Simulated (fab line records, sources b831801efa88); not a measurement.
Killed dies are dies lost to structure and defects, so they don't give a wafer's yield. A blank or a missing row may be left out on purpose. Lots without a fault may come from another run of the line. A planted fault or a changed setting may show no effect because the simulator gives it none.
Chamber matching | flow gf180mcu | GF_V3_CMP_04 on cmp-02: 4 sister chambers
The step polishes SiO2. 14 wafers are shown with their chamber, then 6 later ones without.

WAFERS WITH THEIR CHAMBER
wafer  | chamber | motor_current_A (A) | time_to_endpoint_s (s)
L260.3 | 0       | 11.5                | 80
L260.5 | 2       | 12.4                | 86
L260.6 | 3       | 11.1                | 91
L261.1 | 1       | 12.2                | 78
L261.2 | 0       | 11.9                | 74
L261.5 | 2       | 12.7                | 82
L264.2 | 1       | 11.2                | 74
L264.3 | 2       | 12.4                | 75
L264.4 | 0       | 11.3                | 76
L265.3 | 2       | 13.3                | 83
L265.5 | 0       | 12.0                | 63
L278.3 | 3       | 10.2                | 75
L278.4 | 2       | 12.9                | 84
L278.5 | 1       | 11.9                | 80

SIGNATURES (means of the wafers above)
reading            | chamber 0 | chamber 1 | chamber 2 | chamber 3 | scatter within a chamber
motor_current_A    | 11.675    | 11.767    | 12.740    | 10.650    | 0.428
time_to_endpoint_s | 73.25     | 77.33     | 82.00     | 83.00     | 6.13
Rule: a wafer's distance from a chamber is the root of the sum, over the readings, of the square of ((its reading less the chamber's mean) divided by the reading's scatter). The wafer belongs to the nearest chamber; if the next one is less than 2 further off, it can't be placed. The scatter: the root of (the sum of the squares of (reading less its chamber's mean) over the shown wafers, divided by (wafers less chambers)).

WAFERS WITHOUT THEIR CHAMBER
wafer  | motor_current_A (A) | time_to_endpoint_s (s)
L280.1 | 11.6                | 75
L280.3 | 12.0                | 74
L280.5 | 11.3                | 76
L282.3 | 11.7                | 74
L282.4 | 11.0                | 82
L282.6 | 12.0                | 79

WHICH CHAMBER EACH WENT THROUGH
wafer  | from the rows above          | in truth
L280.1 | can't be placed: 0 or 1      | 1
L280.3 | can't be placed: 0 or 1 or 2 | 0
L280.5 | can't be placed: 0 or 1 or 3 | 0
L282.3 | can't be placed: 0 or 1      | 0
L282.4 | can't be placed: 3 or 1 or 0 | 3
L282.6 | can't be placed: 1 or 0 or 2 | 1
Placed correctly: 0 of 6. Can't be placed from these rows: 6 (the true chamber is among the candidates in 6). Placed wrongly: 0.
